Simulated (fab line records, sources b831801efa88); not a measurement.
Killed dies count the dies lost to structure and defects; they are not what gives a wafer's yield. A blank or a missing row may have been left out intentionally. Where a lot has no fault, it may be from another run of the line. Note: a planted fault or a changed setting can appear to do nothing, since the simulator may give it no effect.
8D (eight disciplines) problem report, filled in by code | flow gf180mcu | the parts of the form that need people (team, actions taken, sign-off) are left out

## 1. THE ISSUE
Across 6 wafers from 2 lots, NWELL_TW at GF_NWELL_TW_MEAS_11 averages 1480, while fault-free wafers read 1570 with a standard deviation of 16. Measured from the usual mean, that is -5.6 standard deviations.
First observed at day 7 10:04: wafer L518.1, on film metro-03. The record has a number at this step for 42 wafers belonging to 14 lots. Rule for "out" (also "out of limits"): further than 4 standard deviations from the usual mean. All remaining wafers that have a number are taken as sound.

## 2. WHAT IT IS, WHAT IT ISN'T
question                    | is                           | is not
which readings at this step | NWELL_TW                     | -
which lots                  | L518, L519                   | L500, L501, L503, L504, L505, L511, L512, L513, L514, L520, L521, L522
which wafers of those lots  | all that have a number       | -
read on which gauges        | film metro-02, film metro-03 | film metro-01
when                        | from day 7 10:04             | up to then (27 sound wafers); but 9 sound wafers of L520, L521, L522 came after

## 3. SUSPECTS, AND WHAT RULES EACH OUT
Counting: a tool at a process step up to the reading stays a suspect if it ran every lot that is out and no sound lot after the first of them.
- the gauge at GF_NWELL_TW_MEAS_11 is ruled out. Those wafers that are out were read across 2 gauges (film metro-02, film metro-03).
- litho track-01 at GF_NWELL_DEVELOP_06 (develop time 60 s): kept. All lots that are out passed through it, beginning with L518 at day 7 09:00, and no sound lot followed; its final sound lot before that point was L514 at day 6 19:00.
The count leaves litho track-01 at GF_NWELL_DEVELOP_06.

## 4. THE CAUSE (what the simulator had put in)
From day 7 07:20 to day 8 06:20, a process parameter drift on litho track-01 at GF_NWELL_DEVELOP_06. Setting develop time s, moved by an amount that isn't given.
This tool alone remained once counting was done.

## 5. SEQUENCE OF EFFECTS, ordered by route
Each row: a reading whose mean over the struck wafers that have a number lies more than 3 standard deviations from the usual. Scope: only readings with a usual standard deviation given in the record; hours: median across lots of the time from each lot's start at the first step in this table that gives one to its start at this step; sigmas: change in usual standard deviations.
hours | step                | reading  | usual | on struck wafers | change | sigmas
0     | GF_NWELL_TW_MEAS_11 | NWELL_TW | 1570  | 1480             | -90    | -5.6
Readings that are blank on the struck wafers while sound wafers have them: NWELL_OVL at GF_NWELL_OVL_MEAS_07.
Later measuring or inspecting steps at which every struck wafer that the step has a row for has a number for every such reading, and none has moved that far: GF_VT_IMPLANT_OVL_MEAS_18.

## 6. HOW IT WOULD HAVE BEEN CAUGHT EARLIER
Counted from the fault's start at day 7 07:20, it took 3 hours until the first out-of-limits reading at a measuring or inspecting step in this record, taken at day 7 10:04.
Between GF_NWELL_DEVELOP_06 and GF_NWELL_TW_MEAS_11, GF_NWELL_OVL_MEAS_07 gave no NWELL_OVL on the struck wafers, where sound wafers have one: a measuring or inspecting step that comes back empty is itself a sign.
No tool reading at GF_NWELL_DEVELOP_06 that has a usual standard deviation in the record was out on any struck wafer, so an alarm limit of 4 standard deviations on those readings would not have fired.
Among the 2 lots that are out, L519 began GF_NWELL_DEVELOP_06 on litho track-01 after day 7 10:04. Putting the tool on hold at that point would have spared it.
